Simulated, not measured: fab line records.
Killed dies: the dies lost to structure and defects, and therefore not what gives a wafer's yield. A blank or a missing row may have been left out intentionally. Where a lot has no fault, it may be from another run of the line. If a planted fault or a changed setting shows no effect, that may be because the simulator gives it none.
The tool behind it: which one?    flow sky130    at 1 step of a route of 708, 12 lots with 36 wafers sampled

== WHAT THE GAUGES READ, wafer by wafer ==
SKY_LI_CONTACT_RS_MEAS_22: measures by four-point-probe.
lot   measured      on             LI_CONTACT_W_RS (ohm/sq)
L204  day 29 06:22  film metro-03  0.284 0.287 0.281
L206  day 30 01:05  film metro-03  0.284 0.286 0.287
L208  day 30 16:27  film metro-01  0.291 0.287 0.287
L211  day 31 07:53  film metro-03  0.286 0.289 0.289
L212  day 31 19:50  film metro-01  0.283 0.283 0.281
L213  day 32 01:50  film metro-01  0.282 0.282 0.284
L214  day 32 12:56  film metro-02  0.282 0.283 0.282
L217  day 33 11:23  film metro-02  0.287 0.283 0.287
L220  day 34 04:55  film metro-02  0.287 0.281 0.286
L225  day 36 01:52  film metro-03  0.283 0.284 0.284
L226  day 36 04:11  film metro-01  0.284 0.283 0.284
L227  day 36 08:07  film metro-01  0.285 0.283 0.282

== WHAT TOOL EACH LOT RAN ON (gives the tool, then ch and the chambers of the sampled wafers, and finally the start) ==
The record holds no process step before these readings.

== AS READ BY THE TOOLS THEMSELVES (means over the sampled wafers that have a number; for cases with no such wafer, the mark the record gives instead) ==
The record holds no such reading with a usual standard deviation.

== THE ANSWER, worked out from the rows above alone ==
Rule: the lots themselves supply what counts as usual. Put in order of their means at a reading, lots are off if they are a third of the lots or fewer, leave a main group of 4 or more, and stand apart from it by a gap of 3 or more times the standard deviation of the main group's means; of several such gaps the widest counts. A main group is skipped when, at the precision printed for the reading in the tables above, its means are all equal. Also off: a lot with no number at a reading for which 4 or more lots have one. The other lots that the step has rows for count as sound. The gauges are gone through in route order, then the tools' own readings, and for those a lot's mean is taken as printed above. The first step at which some lot is off is used, and at that step the reading that is off furthest; a lot without a number counts as furthest.
No lot is off on any of the readings shown, so nothing can be concluded from this.

== WHAT THE SIMULATOR PUT IN ==
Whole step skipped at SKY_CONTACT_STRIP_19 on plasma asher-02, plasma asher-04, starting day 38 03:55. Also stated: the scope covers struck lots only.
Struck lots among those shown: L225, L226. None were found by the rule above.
